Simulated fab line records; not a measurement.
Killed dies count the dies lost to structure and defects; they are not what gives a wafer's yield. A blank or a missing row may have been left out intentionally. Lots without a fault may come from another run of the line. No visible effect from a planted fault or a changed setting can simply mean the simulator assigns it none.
fab line records	flow sky130
record: lots: 5	wafers: 15	last_day: 50
route steps=708 shown NWELL@77 PWDE@84 VT_ADJUST_HVTP@85 VT_ADJUST_LVTN@97 PAD_OPEN@708
lots that met no fault: from a run of the same line without faults
start_h: start of the lot's first displayed wafer, in hours after the record's first day	wait_h: how many hours have passed since the lot's step before this one	" repeats the value in the row above	L1.1+2: a row that stands for several wafers	- value missing, or start not given	* or withheld: withheld	< > ~ a bound
route shown NAME@n: a module of which the file shows steps, and the number in the route of the first	usual: mean/standard deviation of fault-free wafers	same: alike in all rows	chamber/n: place in a boat	sites: the reading at each site	_std_site: how widely they spread, as a standard deviation	_edge_site: inner sites' mean taken away from outer sites' mean	radius_mm: for every site, how far away it sits from the centre of the wafer	mask NAME#n: copy n	behind: the most recent tool/chamber to have shaped the wafer	hold: reason for holding the lot/hours on hold/outcome of the hold	device: transistor that didn't switch, given as n, p or np	end of line: the route-end tests of the same wafers	a step with no rows: only its recipe	killed: at the first sort, the dies lost to defects and structure; wafer yield is something else	map: per-die view of a wafer (x killed, . not killed, _ where there is no die)
set.NAME: the setting that was run; set.NAME@STEP: the one run at that earlier step	model.NAME: the simulator's own value behind a step, which no gauge read
lots at selected steps of the route; one table per step, one row per wafer
services: when a tool's chamber went out of use (start_h, in hours from the record's first day, below 0 if earlier), for how many hours, and the reason
== steps ==
step: SKY_NWELL_IMPLANT_24
recipe: species: B	energy_kev: 140	dose_cm2: 9.2e+12	tilt_deg: withheld
step: SKY_NWELL_STRIP_25
recipe: chemistry: O2/N2	power_w: 1400	pressure_mtorr: 1500	platen_temp_c: withheld	o2_flow_sccm: 3000	n2_flow_sccm: 300	overash_fraction: 0.5
usual: drypump_motor_current_A: 5.9/0.41	oes_product_au: 0.723/0.0046	strip_time_to_endpoint_s: 36.91/0.099
lot.wafer	tool	chamber	start_h	wait_h	drypump_motor_current_A	oes_product_au	rf_hours_counter_h	strip_time_to_endpoint_s
L706.2	plasma_asher-04	0	120.53	0.1	5.4	0.711	29	36.89
L706.3	"	1	"	"	6.3	0.719	-	36.95
L706.4	"	0	"	"	5.4	0.720	-	37.04
L709.1	plasma_asher-04	1	143.18	0.1	6.4	0.722	31	36.99
L709.3	"	1	"	"	6.4	0.733	-	36.89
L709.6	"	0	"	"	5.4	0.724	-	36.97
L710.2	plasma_asher-04	1	147.10	0.1	6.3	0.718	31	36.85
L710.4	"	1	"	"	6.4	0.723	-	37.00
L710.5	"	1	"	"	6.4	0.726	-	36.91
L720.1	plasma_asher-03	0	208.70	0.1	5.6	0.726	50	36.91
L720.2	"	1	"	"	6.1	0.729	50	36.91
L720.4	"	1	"	"	6.1	0.727	-	36.98
L726.4	plasma_asher-03	0	255.92	0.1	5.6	0.717	-	36.91
L726.5	"	1	"	"	6.1	0.720	-	36.89
L726.6	"	0	"	"	5.6	0.722	-	36.85
step: SKY_NWELL_TW_MEAS_26
usual: NWELL_2_TW: 499.7/2.7
lot.wafer	tool	chamber	start_h	wait_h	NWELL_2_TW
L706.2	film_metro-02	-	120.64	0.1	496.6
L706.3	"	-	"	"	493.5
L706.4	"	-	"	"	497.4
L709.1	film_metro-03	-	143.28	0.1	502.3
L709.3	"	-	"	"	500.9
L709.6	"	-	"	"	500.6
L710.2	film_metro-03	-	147.21	0.1	503.9
L710.4	"	-	"	"	497.7
L710.5	"	-	"	"	502.0
L720.1	film_metro-03	-	208.80	0.1	499.5
L720.2	"	-	"	"	502.8
L720.4	"	-	"	"	504.6
L726.4	film_metro-04	-	256.01	0.1	498.9
L726.5	"	-	"	"	493.5
L726.6	"	-	"	"	494.3
step: SKY_NWELL_CLEAN_27
recipe: chemistry: SC1/SC2	mix: 1:4:20	temp_c: 70	time_s: 156.3	dry: n2_spin
step: SKY_NWELL_RTA_28
recipe: temp_c: 1050	time_s: 30	idle_temp_c: 650	ramp_up_c_per_s: 150	ramp_down_c_per_s: 90	ambient: N2
usual: lamp_power_pct: 25.30/0.055	wafer_temp_C_max: 1054.9/0.92
same: time_s: 30
lot.wafer	tool	chamber	start_h	wait_h	lamp_power_pct	wafer_temp_C_max
L706.2	rtp_anneal-01	0	120.76	0.0	25.30	1053.7
L706.3	"	0	"	"	25.33	1053.8
L706.4	"	0	"	"	25.36	1055.7
L709.1	rtp_anneal-02	0	143.39	0.0	25.28	1055.7
L709.3	"	0	"	"	25.28	1055.8
L709.6	"	0	"	"	25.33	1054.6
L710.2	rtp_anneal-01	0	147.33	0.0	25.29	1053.2
L710.4	"	0	"	"	25.35	1056.3
L710.5	"	0	"	"	25.37	1054.0
L720.1	rtp_anneal-01	0	208.91	0.0	25.43	1055.6
L720.2	"	0	"	"	25.29	1055.0
L720.4	"	0	"	"	25.30	1055.6
L726.4	rtp_anneal-02	0	256.15	0.1	25.34	1054.9
L726.5	"	0	"	"	25.23	1054.1
L726.6	"	0	"	"	25.31	1054.7
step: SKY_NWELL_RS_MEAS_29
recipe: thk_meas_gauge: four-point-probe
usual: NWELL_RS: 624.5/1.6
lot.wafer	tool	chamber	start_h	wait_h	NWELL_RS[ohm/sq]
L706.2	film_metro-03	-	120.86	0.1	622.2
L706.3	"	-	"	"	623.0
L706.4	"	-	"	"	621.4
L709.1	film_metro-02	-	143.49	0.1	624.5
L709.3	"	-	"	"	624.1
L709.6	"	-	"	"	625.8
L710.2	film_metro-03	-	147.43	0.1	624.4
L710.4	"	-	"	"	623.2
L710.5	"	-	"	"	625.8
L720.1	film_metro-04	-	209.11	0.2	622.5
L720.2	"	-	"	"	622.2
L720.4	"	-	"	"	624.4
L726.4	film_metro-02	-	256.26	0.1	628.3
L726.5	"	-	"	"	626.7
L726.6	"	-	"	"	627.5
step: SKY_NWELL_RS_MEAS_31
recipe: thk_meas_gauge: four-point-probe
usual: PWDE_RS: 5279/18
lot.wafer	tool	chamber	start_h	wait_h	PWDE_RS[ohm/sq]
L706.2	film_metro-03	-	121.10	0.1	5284
L706.3	"	-	"	"	5281
L706.4	"	-	"	"	5274
L709.1	film_metro-02	-	143.73	0.1	5257
L709.3	"	-	"	"	5263
L709.6	"	-	"	"	5257
L710.2	film_metro-03	-	147.67	0.1	5277
L710.4	"	-	"	"	5280
L710.5	"	-	"	"	5272
L720.1	film_metro-04	-	209.35	0.1	5253
L720.2	"	-	"	"	5263
L720.4	"	-	"	"	5275
L726.4	film_metro-02	-	256.50	0.1	5248
L726.5	"	-	"	"	5257
L726.6	"	-	"	"	5242
step: SKY_VT_ADJUST_HVTP_DEHYDRATE_00
recipe: temp_c: 200	time_s: 60
step: SKY_VT_ADJUST_HVTP_HMDS_01
recipe: prime_time_s: 60	prime_temp_c: 120
step: SKY_VT_ADJUST_HVTP_COAT_02
recipe: resist: NOVOLAK	spin_rpm: 3000	resist_thk_nm: 1140
step: SKY_VT_ADJUST_HVTP_SOFTBAKE_03
recipe: temp_c: 90	time_s: 60	resist: NOVOLAK
step: SKY_VT_ADJUST_HVTP_EXPOSE_04
recipe: mask_id: HVTPM	na: 0.6	source_shape: conventional	sigma_outer: 0.6	polarization: unpolarized	target_cd_nm: 380	dose_mj: 140
lot.wafer	tool	chamber	start_h	wait_h	mask
L706.2+3+4	iline_stepper-01	0	129.67	-	HVTPM#0
L709.1+3+6	iline_stepper-01	0	153.15	-	HVTPM#0
L710.2+4+5	iline_stepper-01	0	158.02	-	NWM_COMPLEMENT_LESS_NATIVE#0
L720.1+2+4	iline_stepper-02	0	219.90	-	HVTPM#0
L726.4+5+6	iline_stepper-01	0	268.90	-	HVTPM#0
step: SKY_VT_ADJUST_HVTP_PEB_05
recipe: temp_c: withheld	time_s: *	resist: NOVOLAK
step: SKY_VT_ADJUST_HVTP_DEVELOP_06
recipe: resist: NOVOLAK	developer: TMAH	develop_time_s: 60	dev_temp_c: 23
step: SKY_VT_ADJUST_HVTP_CD_MEAS_07
recipe: target_cd_nm: 380
usual: cd_nm: 379.7/2
lot.wafer	tool	chamber	start_h	wait_h	cd_nm
L706.2	cd_sem-01	-	138.72	0.1	381.6
L706.3	"	-	"	"	378.3
L706.4	"	-	"	"	380.7
L709.1	cd_sem-01	-	163.60	0.1	385.6
L709.3	"	-	"	"	382.0
L709.6	"	-	"	"	387.5
L710.2	cd_sem-01	-	167.68	0.1	-
L710.4	"	-	"	"	-
L710.5	"	-	"	"	-
L720.1	cd_sem-01	-	230.61	0.1	378.3
L720.2	"	-	"	"	378.6
L720.4	"	-	"	"	380.1
L726.4	cd_sem-01	-	280.61	0.1	381.4
L726.5	"	-	"	"	378.8
L726.6	"	-	"	"	378.2
step: SKY_VT_ADJUST_HVTP_OVL_MEAS_08
usual: VT_ADJUST_HVTP_OVL: 0.0/1.6
lot.wafer	tool	chamber	start_h	wait_h	VT_ADJUST_HVTP_OVL[nm]
L706.2	overlay-02	-	138.82	0.1	-1.1
L706.3	"	-	"	"	-2.0
L706.4	"	-	"	"	-0.4
L709.1	overlay-02	-	163.72	0.1	2.3
L709.3	"	-	"	"	3.3
L709.6	"	-	"	"	2.2
L710.2	overlay-02	-	167.79	0.1	-
L710.4	"	-	"	"	-
L710.5	"	-	"	"	-
L720.1	overlay-01	-	230.73	0.1	-3.9
L720.2	"	-	"	"	-2.8
L720.4	"	-	"	"	-2.7
L726.4	overlay-01	-	280.69	0.1	0.2
L726.5	"	-	"	"	0.5
L726.6	"	-	"	"	0.6
step: SKY_VT_ADJUST_HVTP_IMPLANT_09
recipe: species: As	energy_kev: 150	dose_cm2: 4.3e+12	tilt_deg: withheld
step: SKY_VT_ADJUST_HVTP_STRIP_10
recipe: chemistry: O2/N2	power_w: 1400	pressure_mtorr: 1500	platen_temp_c: withheld	o2_flow_sccm: 3000	n2_flow_sccm: 300	overash_fraction: 0.5
usual: drypump_motor_current_A: 6.0/0.38	oes_product_au: 0.715/0.0042	strip_time_to_endpoint_s: 14.18/0.041
lot.wafer	tool	chamber	start_h	wait_h	drypump_motor_current_A	oes_product_au	rf_hours_counter_h	strip_time_to_endpoint_s
L706.2	plasma_asher-03	0	139.00	0.1	5.6	0.722	45	14.25
L706.3	"	1	"	"	6.1	0.719	-	14.24
L706.4	"	0	"	"	5.6	0.713	-	14.28
L709.1	plasma_asher-01	1	163.90	0.1	5.9	0.711	4	14.15
L709.3	"	1	"	"	5.9	0.712	-	14.18
L709.6	"	1	"	"	5.9	0.709	-	14.12
L710.2	plasma_asher-02	0	167.97	0.1	6.1	0.712	51	14.17
L710.4	"	1	"	"	5.7	0.711	-	14.20
L710.5	"	1	"	"	5.7	0.718	-	14.13
L720.1	plasma_asher-02	1	231.34	0.1	5.6	0.720	58	14.17
L720.2	"	0	"	"	6.0	0.715	58	14.15
L720.4	"	1	"	"	5.6	0.717	-	14.17
L726.4	plasma_asher-03	0	280.89	0.1	5.5	0.714	-	14.20
L726.5	"	0	"	"	5.6	0.716	-	14.19
L726.6	"	1	"	"	6.1	0.717	-	14.24
step: SKY_VT_ADJUST_HVTP_TW_MEAS_11
usual: VT_ADJUST_HVTP_TW: 1358/6.5
lot.wafer	tool	chamber	start_h	wait_h	VT_ADJUST_HVTP_TW
L706.2	film_metro-02	-	139.11	0.1	1361
L706.3	"	-	"	"	1357
L706.4	"	-	"	"	1356
L709.1	film_metro-04	-	164.00	0.1	1358
L709.3	"	-	"	"	1355
L709.6	"	-	"	"	1363
L710.2	film_metro-01	-	168.08	0.1	30
L710.4	"	-	"	"	30
L710.5	"	-	"	"	30
L720.1	film_metro-04	-	231.44	0.1	1365
L720.2	"	-	"	"	1363
L720.4	"	-	"	"	1360
L726.4	film_metro-01	-	280.98	0.1	1371
L726.5	"	-	"	"	1371
L726.6	"	-	"	"	1362
step: SKY_VT_ADJUST_LVTN_DEHYDRATE_00
recipe: temp_c: 200	time_s: 60
step: SKY_VT_ADJUST_LVTN_HMDS_01
recipe: prime_time_s: 60	prime_temp_c: 120
step: SKY_VT_ADJUST_LVTN_COAT_02
recipe: spin_rpm: 2000	resist_thk_nm: 3000
step: SKY_VT_ADJUST_LVTN_SOFTBAKE_03
recipe: temp_c: 110	time_s: withheld
step: SKY_VT_ADJUST_LVTN_EXPOSE_04
recipe: mask_id: NWM_COMPLEMENT_LESS_NATIVE	na: 0.6	source_shape: conventional	sigma_outer: 0.6	polarization: unpolarized	target_cd_nm: 840	dose_mj: 194
step: SKY_VT_ADJUST_LVTN_PEB_05
recipe: temp_c: 115	time_s: withheld
step: SKY_VT_ADJUST_LVTN_DEVELOP_06
recipe: wall_angle_deg: 90	developer: TMAH	develop_time_s: 60	dev_temp_c: 23
step: SKY_VT_ADJUST_LVTN_OVL_MEAS_07
usual: VT_ADJUST_LVTN_OVL: 2.0/1.5
lot.wafer	tool	chamber	start_h	wait_h	VT_ADJUST_LVTN_OVL[nm]
L706.2	overlay-02	-	158.40	-	1.7
L706.3	"	-	"	"	2.6
L706.4	"	-	"	"	0.5
L709.1	overlay-02	-	184.60	-	4.1
L709.3	"	-	"	"	2.7
L709.6	"	-	"	"	3.2
L710.2	overlay-01	-	188.56	-	1.1
L710.4	"	-	"	"	0.7
L710.5	"	-	"	"	-0.1
L720.1	overlay-02	-	254.45	-	2.5
L720.2	"	-	"	"	2.3
L720.4	"	-	"	"	1.4
L726.4	overlay-01	-	306.12	-	3.5
L726.5	"	-	"	"	1.5
L726.6	"	-	"	"	3.8
step: SKY_VT_ADJUST_LVTN_IMPLANT_08
recipe: species: B	energy_kev: 30	dose_cm2: 1.57e+12	tilt_deg: withheld
step: SKY_VT_ADJUST_LVTN_STRIP_09
recipe: chemistry: O2/N2	power_w: 1400	pressure_mtorr: 1500	platen_temp_c: withheld	o2_flow_sccm: 3000	n2_flow_sccm: 300	overash_fraction: 0.5
usual: drypump_motor_current_A: 6.0/0.39	oes_product_au: 0.722/0.004	strip_time_to_endpoint_s: 36.92/0.11
lot.wafer	tool	chamber	start_h	wait_h	drypump_motor_current_A	oes_product_au	rf_hours_counter_h	strip_time_to_endpoint_s
L706.2	plasma_asher-01	1	158.58	0.1	5.9	0.722	4	36.93
L706.3	"	1	"	"	5.9	0.723	-	36.91
L706.4	"	0	"	"	6.7	0.720	-	36.93
L709.1	plasma_asher-04	0	184.79	0.1	5.4	0.725	35	37.10
L709.3	"	1	"	"	6.4	0.726	-	37.19
L709.6	"	0	"	"	5.4	0.722	-	36.98
L710.2	plasma_asher-02	1	188.74	0.1	5.6	0.726	54	36.89
L710.4	"	1	"	"	5.6	0.719	-	36.93
L710.5	"	0	"	"	6.0	0.724	-	36.92
L720.1	plasma_asher-01	0	254.63	0.1	6.7	0.726	14	36.90
L720.2	"	1	"	"	5.9	0.722	14	36.88
L720.4	"	0	"	"	6.7	0.730	-	36.90
L726.4	plasma_asher-02	0	306.39	0.1	6.1	0.714	-	37.15
L726.5	"	1	"	"	5.6	0.718	-	36.98
L726.6	"	0	"	"	6.1	0.721	-	37.02
step: SKY_VT_ADJUST_LVTN_TW_MEAS_10
usual: VT_ADJUST_LVTN_TW: 242.5/1.5
lot.wafer	tool	chamber	start_h	wait_h	VT_ADJUST_LVTN_TW
L706.2	film_metro-01	-	158.69	0.1	241.2
L706.3	"	-	"	"	243.1
L706.4	"	-	"	"	243.4
L709.1	film_metro-04	-	184.89	0.1	241.4
L709.3	"	-	"	"	240.2
L709.6	"	-	"	"	241.0
L710.2	film_metro-04	-	188.85	0.1	1352.2
L710.4	"	-	"	"	1354.1
L710.5	"	-	"	"	1348.6
L720.1	film_metro-04	-	254.73	0.1	242.0
L720.2	"	-	"	"	240.4
L720.4	"	-	"	"	242.5
L726.4	film_metro-01	-	306.48	0.1	243.2
L726.5	"	-	"	"	242.4
L726.6	"	-	"	"	243.9
step: SKY_VT_ADJUST_LVTN_DEHYDRATE_11
recipe: temp_c: 200	time_s: 60
step: SKY_PAD_OPEN_PROBE_99
usual: killed_at_M0_to_M3: 44/7.2	killed_at_M4_up: 3.1/1.8	killed_at_contacts: 25/5.2	killed_at_front_end: 15/3.9	killed_at_other: 0.2/0.5	killed_dies: 86/9.5	killed_on_rim: 17/3.5	killed_open: 47/7.3	killed_short: 40/6
same: gross_dies: 492	killed_at_back_side: 0
lot.wafer	tool	chamber	start_h	wait_h	killed_at_M0_to_M3	killed_at_M4_up	killed_at_contacts	killed_at_front_end	killed_at_other	killed_dies	killed_on_rim	killed_open	killed_short
L706.2	prober-02	-	1096.57	0.1	49	0	26	17	0	92	16	51	41
L706.3	prober-02	-	1096.62	0.2	45	5	19	20	0	89	13	54	35
L706.4	prober-02	-	1096.67	0.2	41	1	26	13	0	81	17	43	38
L710.2	prober-02	-	1120.18	0.1	40	5	27	418	2	492	96	45	37
L710.4	prober-02	-	1120.28	0.2	41	5	34	409	3	492	96	52	39
L710.5	prober-02	-	1120.33	0.2	50	4	33	405	0	492	96	58	41
killed by level:class
L706.2 VIA1:geometric_particle:open=11 VIA3:geometric_particle:open=9 VIA2:geometric_particle:open=8 CONTACT:geometric_particle:open=7 METAL1:geometric_particle:short=7 LOCAL_INTERCONNECT:geometric_particle:short=6 VIA1:geometric_particle:short=6 LI_CONTACT:geometric_particle:open=5
L706.3 VIA1:geometric_particle:open=11 CONTACT:geometric_particle:open=9 FIELD_ISO:geometric_particle:short=8 LI_CONTACT:geometric_particle:open=8 VIA2:geometric_particle:open=7 VIA1:geometric_particle:short=6 METAL1:geometric_particle:short=5 VIA3:geometric_particle:short=5
L706.4 CONTACT:geometric_particle:open=9 METAL1:geometric_particle:short=9 VIA1:geometric_particle:open=9 POLY_GATE:geometric_particle:open=5 LI_CONTACT:geometric_particle:open=5 LOCAL_INTERCONNECT:geometric_particle:short=5 VIA1:geometric_particle:short=5 LI_CONTACT:geometric_particle:short=4
L710.2 VT_ADJUST_HVTP:area_expose=410 VIA1:geometric_particle:open=12 CONTACT:geometric_particle:open=9 LI_CONTACT:geometric_particle:open=8 VIA3:geometric_particle:open=7 METAL2:geometric_particle:short=6 VIA3:geometric_particle:short=5 CONTACT:geometric_particle:short=4
L710.4 VT_ADJUST_HVTP:area_expose=401 CONTACT:geometric_particle:open=12 VIA1:geometric_particle:open=10 LI_CONTACT:geometric_particle:open=8 VIA2:geometric_particle:open=7 CONTACT:geometric_particle:short=5 LI_CONTACT:geometric_particle:short=4 LOCAL_INTERCONNECT:geometric_particle:short=4
L710.5 VT_ADJUST_HVTP:area_expose=393 VIA1:geometric_particle:open=14 CONTACT:geometric_particle:open=11 LI_CONTACT:geometric_particle:open=10 VIA1:geometric_particle:short=9 VIA2:geometric_particle:open=7 POLY_GATE:geometric_particle:open=5 VIA3:geometric_particle:open=5
map L710.2 (x killed, . not)
__________xxxxxxxxxx_________
________xxxxxxxxxxxxxx_______
______xxxxxxxxxxxxxxxxxx_____
_____xxxxxxxxxxxxxxxxxxxx____
____xxxxxxxxxxxxxxxxxxxxxx___
___xxxxxxxxxxxxxxxxxxxxxxxx__
__xxxxxxxxxxxxxxxxxxxxxxxxxx_
_xxxxxxxxxxxxxxxxxxxxxxxxxxxx
_xxxxxxxxxxxxxxxxxxxxxxxxxxxx
_xxxxxxxxxxxxxxxxxxxxxxxxxxxx
_xxxxxxxxxxxxxxxxxxxxxxxxxxxx
_xxxxxxxxxxxxxxxxxxxxxxxxxxxx
_xxxxxxxxxxxxxxxxxxxxxxxxxxxx
_xxxxxxxxxxxxxxxxxxxxxxxxxxxx
_xxxxxxxxxxxxxxxxxxxxxxxxxxxx
__xxxxxxxxxxxxxxxxxxxxxxxxxx_
___xxxxxxxxxxxxxxxxxxxxxxxx__
____xxxxxxxxxxxxxxxxxxxxxx___
_____xxxxxxxxxxxxxxxxxxxx____
______xxxxxxxxxxxxxxxxxx_____
________xxxxxxxxxxxxxx_______
__________xxxxxxxxxx_________
map L706.2 (x killed, . not)
__________...x.x...._________
________.xx..........._______
______..x...x......x.x.._____
_____x.x...x.x..x........____
____..............x.......___
___.x...x......x...........__
__x..x...xx.xxxx............_
_.x...x.xx.......x...x..x....
_.............x...........x.x
_..x.......x.x........x.x.x..
_....x...x...x.....xxx.......
_.....x..x..x...x...x.x......
_.....x...x..x.x........x....
_.....xx.....x.........x.....
_..x.....x....xx......x......
__...x..x..........x.x.....x_
___.....x.xx.....x.....xx.x__
____....x....x....x....x..___
_____..xx.......x........____
______......x....x......_____
________x...x........._______
__________......x..x_________
== services ==
tool	chamber	start_h	hours	kind
plasma_asher-01	-	108.75	9.0	pm
plasma_asher-01	0	108.75	9.0	vent_cycle
plasma_asher-01	1	108.75	9.0	vent_cycle
plasma_asher-01	0	117.75	-	clean
plasma_asher-01	1	117.75	-	clean
plasma_asher-03	-	167.04	19.2	repair
iline_stepper-02	-	213.90	2.1	pm
iline_stepper-02	-	215.99	-	consumable_replace:lamp
iline_stepper-02	-	253.31	1.7	pm
plasma_asher-02	-	273.61	2.2	repair
iline_stepper-01	-	284.71	2.1	pm
iline_stepper-01	-	286.79	-	consumable_replace:lamp
iline_stepper-02	-	287.83	6.6	repair
rtp_anneal-02	-	301.32	4.5	pm
plasma_asher-03	-	305.50	14.6	pm
== key ==
first_sign: step: SKY_VT_ADJUST_HVTP_EXPOSE_04	reading: mask	direction: changed
effect: step: SKY_VT_ADJUST_HVTP_CD_MEAS_07	reading: cd_nm	direction: missing
effect: step: SKY_VT_ADJUST_HVTP_OVL_MEAS_08	reading: VT_ADJUST_HVTP_OVL	direction: missing
effect: step: SKY_VT_ADJUST_HVTP_TW_MEAS_11	reading: VT_ADJUST_HVTP_TW	direction: down	sigmas: 99+	usual: 1358	struck: 30
effect: step: SKY_VT_ADJUST_LVTN_TW_MEAS_10	reading: VT_ADJUST_LVTN_TW	direction: up	sigmas: 99+	usual: 242.5	struck: 1351.7
effect: step: SKY_PAD_OPEN_PROBE_99	reading: killed_at_front_end	direction: up	sigmas: 99+	usual: 15	struck: 411
more_kills_born_at: SKY_VT_ADJUST_HVTP_EXPOSE_04@iline_stepper-01: 1204
met_at SKY_VT_ADJUST_HVTP_EXPOSE_04
struck_wafers L710.2,L710.4,L710.5
tester_left_out L710
onset_between 153.15 158.02
fault: kind: wrong_mask	tool: any	chamber: -	onset_h: 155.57	steps: SKY_VT_ADJUST_HVTP_EXPOSE_04	aux_copy: NWM_COMPLEMENT_LESS_NATIVE#0	scope: struck_lots_only
tester_left_out: of these lots the tester's yield and bins aren't shown, on N5 and GAA mostly nor the transistor test; their killed dies are dies lost to structure and defects alone, not to doping, threshold or leakage, so they don't give the yield
